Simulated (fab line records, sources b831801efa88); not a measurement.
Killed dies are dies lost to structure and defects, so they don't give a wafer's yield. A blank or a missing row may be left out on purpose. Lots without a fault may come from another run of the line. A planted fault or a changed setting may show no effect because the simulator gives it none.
fab line records | flow sky130 | part 1 of 2: steps 1 to 27 of 38
record lots=5 wafers=15 last_day=50
route steps=708 shown METAL3@572 VIA3@573 METAL4@598 CAP2M@603
lots that met no fault: from a run of the same line without faults
start_h: hours from the record's first day to the start of the lot's first wafer shown | wait_h: hours since the lot's step before | " the same as in the row above | L1.1+2: a row that stands for several wafers | - no value, or no start given | * or withheld: withheld | < > ~ a bound
route shown NAME@n: a module of which the file shows steps, and the number in the route of the first | usual: mean/standard deviation of fault-free wafers | same: alike in all rows | chamber/n: place in a boat | sites: the reading at each site | _std_site: their standard deviation | _edge_site: outer sites' mean less inner sites' | radius_mm: how far each site lies from the wafer's centre | mask NAME#n: copy n | behind: the tool/chamber that last shaped the wafer | hold: why the lot was held/for how many hours/how that ended | device: the transistor (n, p or np) that didn't switch | end of line: the same wafers' tests at the end of the route | a step without rows: its recipe alone | killed: dies lost to structure and defects at the first sort, not the wafer's yield | map: a wafer's dies, x killed, . not, _ none there
set.NAME: the setting as run; set.NAME@STEP: as run at that earlier step | model.NAME: the simulator's own value behind a step, which no gauge read
lots at some steps of the route; a table a step, a row a wafer
services: from which hour (start_h, from the record's first day; less than 0 if before it) a tool's chamber was out of use, for how many hours, and why
## steps
# step SKY_METAL3_CLEAN_22
# recipe chemistry=O3/DIW dry=n2_spin
# columns lot.wafer tool chamber start_h wait_h
L077.3+5+6 wet_bench-03 2 937.17 0.0
L079.1+3+6 wet_bench-04 2 941.10 0.0
L084.1+4+5 wet_bench-02 3 992.43 0.0
L091.1+3+4 wet_bench-04 1 1029.76 0.0
L096.1+2+3 wet_bench-02 1 1050.92 0.0
# step SKY_VIA3_HDPCVD_00
# recipe material=SiO2 target_thk_nm=1635 sigma_open_frac=0.3 time_s=272.5 temp_c=400 sih4_flow_sccm=60 pressure_mtorr=6
# columns lot.wafer tool chamber start_h wait_h
L077.3+5+6 hdpcvd-02 0,1,2 937.26 0.0
L079.1+3+6 hdpcvd-02 0,1,0 941.20 0.0
L084.1+4+5 hdpcvd-02 0,0,1 992.52 0.0
L091.1+3+4 hdpcvd-01 2,0,2 1029.85 0.0
L096.1+2+3 hdpcvd-01 2,0,1 1051.01 0.0
# step SKY_VIA3_THK_MEAS_01
# recipe reads=SiO2_of_VIA3_HDPCVD_00
# usual VIA3_HDPCVD_THK=1633/20
# columns lot.wafer tool chamber start_h wait_h VIA3_HDPCVD_THK[nm]
L077.3 film_metro-04 - 937.45 0.1 1617
L077.5 " - " " 1618
L077.6 " - " " 1632
L079.1 film_metro-04 - 941.37 0.1 1626
L079.3 " - " " 1648
L079.6 " - " " 1628
L084.1 film_metro-03 - 992.69 0.1 1612
L084.4 " - " " 1614
L084.5 " - " " 1597
L091.1 film_metro-04 - 1030.01 0.1 1663
L091.3 " - " " 1659
L091.4 " - " " 1670
L096.1 film_metro-02 - 1051.18 0.1 1650
L096.2 " - " " 1659
L096.3 " - " " 1653
# step SKY_VIA3_CMP_02
# recipe material=SiO2 down_force_psi=4 platen_rpm=60 pad_velocity_m_s=0.94248
# usual motor_current_A=11.5/1 platen_rpm=60.00/0.039 retaining_ring_pressure_frac=1.000/0.0048
# columns lot.wafer tool chamber start_h wait_h motor_current_A platen_rpm retaining_ring_pressure_frac
L077.3 cmp-01 0 937.49 0.0 11.6 59.97 1.001
L077.5 " 0 " " 11.9 60.00 0.995
L077.6 " 1 " " 11.2 59.95 0.990
L079.3 cmp-02 3 941.43 0.0 9.3 59.93 1.006
L079.1 " 0 " " 10.8 59.98 0.999
L079.6 " 0 " " 10.6 59.98 0.996
L084.1 cmp-02 0 992.80 0.1 10.8 59.99 1.002
L084.4 " 2 " " 11.9 60.04 1.004
L084.5 " 3 " " 9.4 60.00 1.004
L091.3 cmp-01 0 1030.07 0.0 11.5 59.97 0.995
L091.1 " 1 " " 12.3 59.95 0.997
L091.4 " 2 " " 12.7 59.94 0.997
L096.1 cmp-02 0 1051.24 0.1 11.0 59.98 0.995
L096.3 " 1 " " 11.7 60.04 1.004
L096.2 " 2 " " 12.1 60.01 0.997
# step SKY_VIA3_BOW_MEAS_03
# recipe mode=bow
# usual VIA3_BOW=78/8.1
# columns lot.wafer tool chamber start_h wait_h VIA3_BOW[um]
L077.3 film_metro-02 - 937.83 0.3 88
L077.5 " - " " 79
L077.6 " - " " 68
L079.1 film_metro-04 - 941.73 0.2 76
L079.3 " - " " 75
L079.6 " - " " 71
L084.1 film_metro-02 - 993.05 0.2 63
L084.4 " - " " 68
L084.5 " - " " 71
L091.1 film_metro-03 - 1030.40 0.2 83
L091.3 " - " " 77
L091.4 " - " " 75
L096.1 film_metro-04 - 1051.54 0.2 88
L096.2 " - " " 82
L096.3 " - " " 65
# step SKY_VIA3_DEHYDRATE_04
# recipe temp_c=200 time_s=60
# usual plate_temp_C=199.99/0.17
# columns lot.wafer tool chamber start_h wait_h plate_temp_C
L077.3 litho_track-01 0 950.50 12.7 199.90
L077.5 " 0 " " 200.05
L077.6 " 0 " " 200.08
L079.1 litho_track-02 0 953.32 11.6 200.10
L079.3 " 0 " " 200.14
L079.6 " 0 " " 199.88
L084.1 litho_track-02 0 1004.97 11.9 200.15
L084.4 " 0 " " 200.20
L084.5 " 0 " " 199.99
L091.1 litho_track-01 0 1039.45 9.0 200.01
L091.3 " 0 " " 200.08
L091.4 " 0 " " 200.10
L096.1 litho_track-03 0 1061.25 9.7 200.15
L096.2 " 0 " " 199.64
L096.3 " 0 " " 199.80
# step SKY_VIA3_HMDS_05
# recipe prime_time_s=60 prime_temp_c=120
# columns lot.wafer tool chamber start_h wait_h
L077.3+5+6 litho_track-01 0 950.65 0.1
L079.1+3+6 litho_track-02 0 953.47 0.1
L084.1+4+5 litho_track-02 0 1005.12 0.1
L091.1+3+4 litho_track-01 0 1039.60 0.1
L096.1+2+3 litho_track-03 0 1061.40 0.1
# step SKY_VIA3_COAT_06
# recipe resist=BARC temp_c=withheld time_s=withheld spin_rpm=3000 resist_thk_nm=60
# columns lot.wafer tool chamber start_h wait_h
L077.3+5+6 litho_track-01 0 950.80 0.1
L079.1+3+6 litho_track-02 0 953.62 0.1
L084.1+4+5 litho_track-02 0 1005.27 0.1
L091.1+3+4 litho_track-01 0 1039.75 0.1
L096.1+2+3 litho_track-03 0 1061.55 0.1
# step SKY_VIA3_COAT_07
# recipe resist=KrF-thick spin_rpm=3000 resist_thk_nm=450
# columns lot.wafer tool chamber start_h wait_h
L077.3+5+6 litho_track-01 0 - -
L079.1+3+6 litho_track-02 0 - -
L084.1+4+5 litho_track-02 0 - -
L091.1+3+4 litho_track-01 0 - -
L096.1+2+3 litho_track-03 0 - -
# step SKY_VIA3_SOFTBAKE_08
# recipe temp_c=100 time_s=90 resist=KrF-thick
# usual plate_temp_C=100.00/0.13
# columns lot.wafer tool chamber start_h wait_h plate_temp_C
L077.3 litho_track-01 0 - - 99.95
L077.5 " 0 " " 99.98
L077.6 " 0 " " 99.98
L079.1 litho_track-02 0 - - 100.11
L079.3 " 0 " " 100.12
L079.6 " 0 " " 100.19
L084.1 litho_track-02 0 - - 99.87
L084.4 " 0 " " 99.73
L084.5 " 0 " " 99.79
L091.1 litho_track-01 0 - - 100.18
L091.3 " 0 " " 100.11
L091.4 " 0 " " 100.18
L096.1 litho_track-03 0 - - 100.08
L096.2 " 0 " " 99.97
L096.3 " 0 " " 99.85
# step SKY_VIA3_EXPOSE_09
# recipe mask_id=VIM3 na=0.8 source_shape=annular sigma_inner=0.55 sigma_outer=0.85 target_cd_nm=200 dose_mj=38
# columns lot.wafer tool chamber start_h wait_h mask
L077.3+5+6 krf_scanner-02 0 - - VIM3#0
L079.1+3+6 krf_scanner-01 0 - - VIM3#0
L084.1+4+5 krf_scanner-02 0 - - VIM3#0
L091.1+3+4 krf_scanner-01 0 - - VIM3#0
L096.1+2+3 krf_scanner-02 0 - - VIM3#0
# step SKY_VIA3_PEB_10
# recipe peb_temp_c=withheld peb_time_s=withheld resist=KrF-thick
# columns lot.wafer tool chamber start_h wait_h
L077.3+5+6 litho_track-03 0 - -
L079.1+3+6 litho_track-02 0 - -
L084.1+4+5 litho_track-01 0 - -
L091.1+3+4 litho_track-03 0 - -
L096.1+2+3 litho_track-03 0 - -
# step SKY_VIA3_DEVELOP_11
# recipe develop_time_s=60 resist=KrF-thick dev_temp_c=21
# same develop_time_s=60
# columns lot.wafer tool chamber start_h wait_h
L077.3+5+6 litho_track-03 0 - -
L079.1+3+6 litho_track-02 0 - -
L084.1+4+5 litho_track-01 0 - -
L091.1+3+4 litho_track-03 0 - -
L096.1+2+3 litho_track-03 0 - -
# step SKY_VIA3_CD_MEAS_12
# recipe target_cd_nm=200
# usual cd_nm=200.2/1.3
# columns lot.wafer tool chamber start_h wait_h cd_nm
L077.3 cd_sem-02 - 962.09 - 198.9
L077.5 " - " " 198.5
L077.6 " - " " 198.2
L079.1 cd_sem-01 - 964.72 - 200.2
L079.3 " - " " 200.2
L079.6 " - " " 198.9
L084.1 cd_sem-01 - 1017.30 - 202.6
L084.4 " - " " 200.7
L084.5 " - " " 201.0
L091.1 cd_sem-02 - 1051.60 - 202.9
L091.3 " - " " 203.5
L091.4 " - " " 202.8
L096.1 cd_sem-01 - 1073.10 - 198.4
L096.2 " - " " 199.5
L096.3 " - " " 199.8
# step SKY_VIA3_OVL_MEAS_13
# usual VIA3_OVL=0/5.6
# columns lot.wafer tool chamber start_h wait_h VIA3_OVL[nm]
L077.3 overlay-02 - 962.18 0.1 -3
L077.5 " - " " -4
L077.6 " - " " -10
L079.1 overlay-02 - 964.84 0.1 -3
L079.3 " - " " -10
L079.6 " - " " -3
L084.1 overlay-01 - 1017.42 0.1 6
L084.4 " - " " -3
L084.5 " - " " 3
L091.1 overlay-01 - 1051.72 0.1 3
L091.3 " - " " -4
L091.4 " - " " -4
L096.1 overlay-01 - 1073.22 0.1 -1
L096.2 " - " " -3
L096.3 " - " " 3
# step SKY_VIA3_ETCH_14
# recipe chemistry=N2/H2 target=BARC ion_energy_ev=200 source_w=500 bias_w=100 pressure_mtorr=30 n2_flow_sccm=100 h2_flow_sccm=200 stop_on=SiO2 time_s=45.9 target_depth_a=600
# usual drypump_motor_current_A=5.8/0.36 h2_flow_sccm=200.0/0.57 oes_product_au=0.855/0.0049 throttle_valve_pct=13.225/0.01
# columns lot.wafer tool chamber start_h wait_h drypump_motor_current_A h2_flow_sccm oes_product_au rf_hours_counter_h throttle_valve_pct
L077.3 rie_diel-01 3 962.20 0.0 6.0 200.6 0.854 9 13.215
L077.5 " 3 " " 6.0 200.3 0.857 - 13.230
L077.6 " 2 " " 6.1 199.8 0.855 - 13.220
L079.1 rie_diel-01 3 964.88 0.0 6.0 199.4 0.854 9 13.219
L079.3 " 2 " " 6.1 199.5 0.855 16 13.198
L079.6 " 3 " " 6.0 199.4 0.847 - 13.216
L084.1 rie_diel-01 1 1017.46 0.0 5.9 200.2 0.852 15 13.231
L084.4 " 2 " " 6.1 199.1 0.842 18 13.233
L084.5 " 2 " " 6.1 199.0 0.849 - 13.223
L091.1 rie_diel-02 2 1051.75 0.0 6.1 200.1 0.863 20 13.255
L091.3 " 3 " " 5.7 200.0 0.857 18 13.235
L091.4 " 1 " " 5.4 200.5 0.858 24 13.216
L096.1 rie_diel-01 2 1073.25 0.0 6.0 199.8 0.857 20 13.217
L096.2 " 0 " " 5.6 200.0 0.861 19 13.240
L096.3 " 1 " " 5.9 200.9 0.862 17 13.225
# step SKY_VIA3_ETCH_15
# recipe target=SiO2 chemistry=C4F8/O2/Ar target_depth_nm=507 stop_on=TiN mask_material=KrF-thick source_w=1500 bias_w=1200 pressure_mtorr=40 c4f8_flow_sccm=withheld O2_flow_sccm=6 Ar_flow_sccm=300 time_s=78
# usual oes_product_au=0.945/0.0053
# columns lot.wafer tool chamber start_h wait_h oes_product_au rf_hours_counter_h
L077.3 rie_diel-01 3 962.24 0.0 0.948 9
L077.5 " 3 " " 0.942 -
L077.6 " 2 " " 0.945 -
L079.1 rie_diel-01 3 964.92 0.0 0.951 9
L079.3 " 2 " " 0.946 16
L079.6 " 3 " " 0.949 -
L084.1 rie_diel-01 1 1017.50 0.0 0.950 15
L084.4 " 2 " " 0.945 18
L084.5 " 2 " " 0.946 -
L091.1 rie_diel-02 2 1051.79 0.0 0.938 20
L091.3 " 3 " " 0.950 18
L091.4 " 1 " " 0.941 24
L096.1 rie_diel-01 2 1073.30 0.0 0.952 20
L096.2 " 0 " " 0.943 19
L096.3 " 1 " " 0.942 17
# step SKY_VIA3_STRIP_16
# recipe chemistry=O2/N2 power_w=1400 pressure_mtorr=1500 platen_temp_c=withheld o2_flow_sccm=3000 n2_flow_sccm=300 overash_fraction=0.5
# usual drypump_motor_current_A=5.6/0.47 oes_product_au=0.401/0.0046 strip_time_to_endpoint_s=4.127/0.03
# columns lot.wafer tool chamber start_h wait_h drypump_motor_current_A oes_product_au rf_hours_counter_h strip_time_to_endpoint_s
L077.3 plasma_asher-01 1 962.34 0.1 6.0 0.403 - 4.092
L077.5 " 1 " " 6.0 0.405 - 4.122
L077.6 " 0 " " 5.6 0.398 - 4.106
L079.1 plasma_asher-04 1 964.98 0.0 5.5 0.403 120 4.103
L079.3 " 1 " " 5.6 0.396 - 4.117
L079.6 " 0 " " 6.2 0.395 - 4.096
L084.1 plasma_asher-02 1 1017.56 0.0 4.8 0.402 26 4.160
L084.4 " 0 " " 5.2 0.397 - 4.116
L084.5 " 0 " " 5.2 0.392 - 4.099
L091.1 plasma_asher-02 0 1051.85 0.0 5.3 0.408 30 4.169
L091.3 " 1 " " 4.7 0.403 - 4.092
L091.4 " 0 " " 5.2 0.404 - 4.196
L096.1 plasma_asher-01 0 1073.36 0.0 5.7 0.402 63 4.124
L096.2 " 1 " " 6.0 0.411 63 4.144
L096.3 " 1 " " 6.0 0.406 - 4.118
# step SKY_VIA3_STRIP_17
# recipe chemistry=post_etch_residue_remover time_s=1200 temp_c=72.5
# usual bath_guard_temp_C=72.4/0.52 bath_heat_duty_pct=13.9/1.7
# columns lot.wafer tool chamber start_h wait_h bath_guard_temp_C bath_heat_duty_pct
L077.3 wet_bench-04 2 962.40 0.0 72.7 13.7
L077.5 " 2 " " 73.1 14.1
L077.6 " 2 " " 73.1 15.2
L079.1 wet_bench-04 1 965.08 0.1 72.9 11.7
L079.3 " 1 " " 73.0 12.9
L079.6 " 1 " " 72.9 12.4
L084.1 wet_bench-04 3 1017.66 0.1 72.9 15.9
L084.4 " 3 " " 72.7 16.5
L084.5 " 3 " " 72.8 17.2
L091.1 wet_bench-04 1 1051.95 0.1 73.2 11.9
L091.3 " 1 " " 72.9 13.6
L091.4 " 1 " " 73.0 11.5
L096.1 wet_bench-01 1 1073.46 0.1 71.9 15.4
L096.2 " 1 " " 71.5 14.9
L096.3 " 1 " " 71.7 17.2
# step SKY_VIA3_CLEAN_18
# recipe chemistry=IPA time_s=180 temp_c=25
# usual bath_heat_duty_pct=6.3/0.84
# columns lot.wafer tool chamber start_h wait_h bath_heat_duty_pct
L077.3 wet_bench-02 2 962.78 0.0 5.8
L077.5 " 2 " " 5.6
L077.6 " 2 " " 5.5
L079.1 wet_bench-02 0 965.42 0.0 5.8
L079.3 " 0 " " 6.7
L079.6 " 0 " " 6.5
L084.1 wet_bench-01 2 1018.00 0.0 6.0
L084.4 " 2 " " 5.7
L084.5 " 2 " " 6.2
L091.1 wet_bench-02 3 1052.30 0.0 5.9
L091.3 " 3 " " 6.1
L091.4 " 3 " " 7.2
L096.1 wet_bench-02 0 1073.83 0.0 7.4
L096.2 " 0 " " 6.6
L096.3 " 0 " " 6.1
# step SKY_VIA3_CLEAN_19
# recipe chemistry=O3/DIW dry=n2_spin
# columns lot.wafer tool chamber start_h wait_h
L077.3+5+6 wet_bench-01 0 962.84 0.0
L079.1+3+6 wet_bench-01 3 965.48 0.0
L084.1+4+5 wet_bench-01 3 1018.07 0.0
L091.1+3+4 wet_bench-04 1 1052.35 0.0
L096.1+2+3 wet_bench-04 3 1073.89 0.0
# step SKY_VIA3_SPUTTER_20
# recipe material=TiN target_thk_nm=20 chamber_pressure_pa=5 power_w=4000 time_s=80
# usual throttle_valve_pct=29.7/1.1
# columns lot.wafer tool chamber start_h wait_h throttle_valve_pct
L077.3 pvd_sputter-01 - 962.93 0.0 28.8
L077.5 " - " " 28.5
L077.6 " - " " 30.6
L079.1 pvd_sputter-01 - 965.57 0.0 28.8
L079.3 " - " " 28.3
L079.6 " - " " 28.5
L084.1 pvd_sputter-03 - 1018.17 0.0 30.4
L084.4 " - " " 29.7
L084.5 " - " " 31.8
L091.1 pvd_sputter-04 - 1052.45 0.0 28.9
L091.3 " - " " 30.6
L091.4 " - " " 28.3
L096.1 pvd_sputter-04 - 1073.98 0.0 30.6
L096.2 " - " " 28.4
L096.3 " - " " 30.8
# step SKY_VIA3_CVD_21
# recipe material=W target_thk_nm=390 time_s=117.31 temp_c=400 pressure_torr=40
# usual heater_power_w=865/45
# columns lot.wafer tool chamber start_h wait_h heater_power_w since_wet_clean_h
L077.3 cvd_w-02 0 963.03 0.1 892 -
L077.5 " 1 " " 820 -
L077.6 " 0 " " 898 -
L079.1 cvd_w-02 0 965.63 0.0 895 562
L079.3 " 0 " " 913 -
L079.6 " 0 " " 892 -
L084.1 cvd_w-01 0 1018.23 0.0 804 100
L084.4 " 1 " " 916 -
L084.5 " 1 " " 919 -
L091.1 cvd_w-01 0 1052.51 0.0 825 135
L091.3 " 1 " " 910 -
L091.4 " 0 " " 802 -
L096.1 cvd_w-01 1 1074.04 0.0 896 156
L096.2 " 0 " " 807 156
L096.3 " 1 " " 881 -
# step SKY_VIA3_RS_MEAS_22
# recipe thk_meas_gauge=four-point-probe reads=W_of_VIA3_CVD_21+TiN_of_VIA3_SPUTTER_20
# usual VIA3_W_RS=0.2916/0.0029
# columns lot.wafer tool chamber start_h wait_h VIA3_W_RS[ohm/sq]
L077.3 film_metro-03 - 963.16 0.1 0.2933
L077.5 " - " " 0.2900
L077.6 " - " " 0.2953
L079.1 film_metro-03 - 965.76 0.1 0.2946
L079.3 " - " " 0.2961
L079.6 " - " " 0.2953
L084.1 film_metro-04 - 1018.35 0.1 0.2964
L084.4 " - " " 0.2938
L084.5 " - " " 0.2976
L091.1 film_metro-02 - 1052.63 0.1 0.2921
L091.3 " - " " 0.2862
L091.4 " - " " 0.2903
L096.1 film_metro-04 - 1074.17 0.1 0.2899
L096.2 " - " " 0.2953
L096.3 " - " " 0.2906
# step SKY_VIA3_THK_MEAS_23
# recipe thk_meas_gauge=xrf reads=W_of_VIA3_CVD_21
# usual VIA3_W_THK=378/4.4
# columns lot.wafer tool chamber start_h wait_h VIA3_W_THK[nm]
L077.3 film_metro-03 - 963.26 0.1 372
L077.5 " - " " 377
L077.6 " - " " 371
L079.1 film_metro-03 - 965.88 0.1 372
L079.3 " - " " 367
L079.6 " - " " 372
L084.1 film_metro-04 - 1018.47 0.1 376
L084.4 " - " " 377
L084.5 " - " " 375
L091.1 film_metro-02 - 1052.75 0.1 376
L091.3 " - " " 382
L091.4 " - " " 377
L096.1 film_metro-04 - 1074.29 0.1 385
L096.2 " - " " 379
L096.3 " - " " 383
# step SKY_VIA3_CMP_24
# recipe stop_on=SiO2 t_overpolish_s=20 down_force_psi=3.5 platen_rpm=60 target_thk_nm=0 pad_velocity_m_s=0.94248
# usual motor_current_A=10.6/1 overpolish_run_s=20.000/0.0087 platen_rpm=60.00/0.045 retaining_ring_pressure_frac=1.000/0.0056 time_to_endpoint_s=95/4.4
# columns lot.wafer tool chamber start_h wait_h motor_current_A overpolish_run_s platen_rpm retaining_ring_pressure_frac time_to_endpoint_s
L077.3 cmp-01 3 963.40 0.1 9.9 19.997 59.99 1.003 86
L077.6 " 1 " " 11.0 19.984 60.03 1.003 89
L077.5 " 2 " " 11.8 20.008 60.02 1.003 94
L079.1 cmp-02 0 965.94 0.1 9.5 20.002 59.92 0.999 92
L079.3 " 2 " " 11.4 19.996 60.02 0.992 93
L079.6 " 1 " " 11.9 20.005 59.97 0.997 92
L084.1 cmp-02 1 1018.63 0.1 11.6 19.987 60.00 1.011 97
L084.4 " 2 " " 11.3 19.996 59.99 1.018 95
L084.5 " 3 " " 8.9 19.982 59.91 0.995 92
L091.4 cmp-02 2 1052.81 0.0 11.1 20.000 60.02 0.999 96
L091.3 " 3 " " 8.4 20.012 59.99 1.003 96
L091.1 " 0 " " 9.5 20.000 60.00 0.997 99
L096.3 cmp-01 0 1074.40 0.1 10.5 19.989 60.04 1.006 102
L096.1 " 1 " " 10.2 19.997 60.00 1.003 93
L096.2 " 2 " " 11.4 19.999 60.08 0.994 97
# step SKY_METAL4_SPUTTER_00
# recipe material=Ti target_thk_nm=15 power_w=2927 time_s=10 chamber_pressure_pa=0.4
# usual throttle_valve_pct=29.8/0.84
# columns lot.wafer tool chamber start_h wait_h throttle_valve_pct
L077.3 pvd_sputter-02 - 963.60 0.1 28.9
L077.5 " - " " 29.4
L077.6 " - " " 28.7
L079.1 pvd_sputter-02 - 966.24 0.2 29.6
L079.3 " - " " 28.7
L079.6 " - " " 30.0
L084.1 pvd_sputter-04 - 1018.83 0.1 29.3
L084.4 " - " " 30.7
L084.5 " - " " 30.7
L091.1 pvd_sputter-02 - 1053.11 0.1 28.8
L091.3 " - " " 29.8
L091.4 " - " " 29.4
L096.1 pvd_sputter-02 - 1074.65 0.1 29.8
L096.2 " - " " 28.8
L096.3 " - " " 29.8
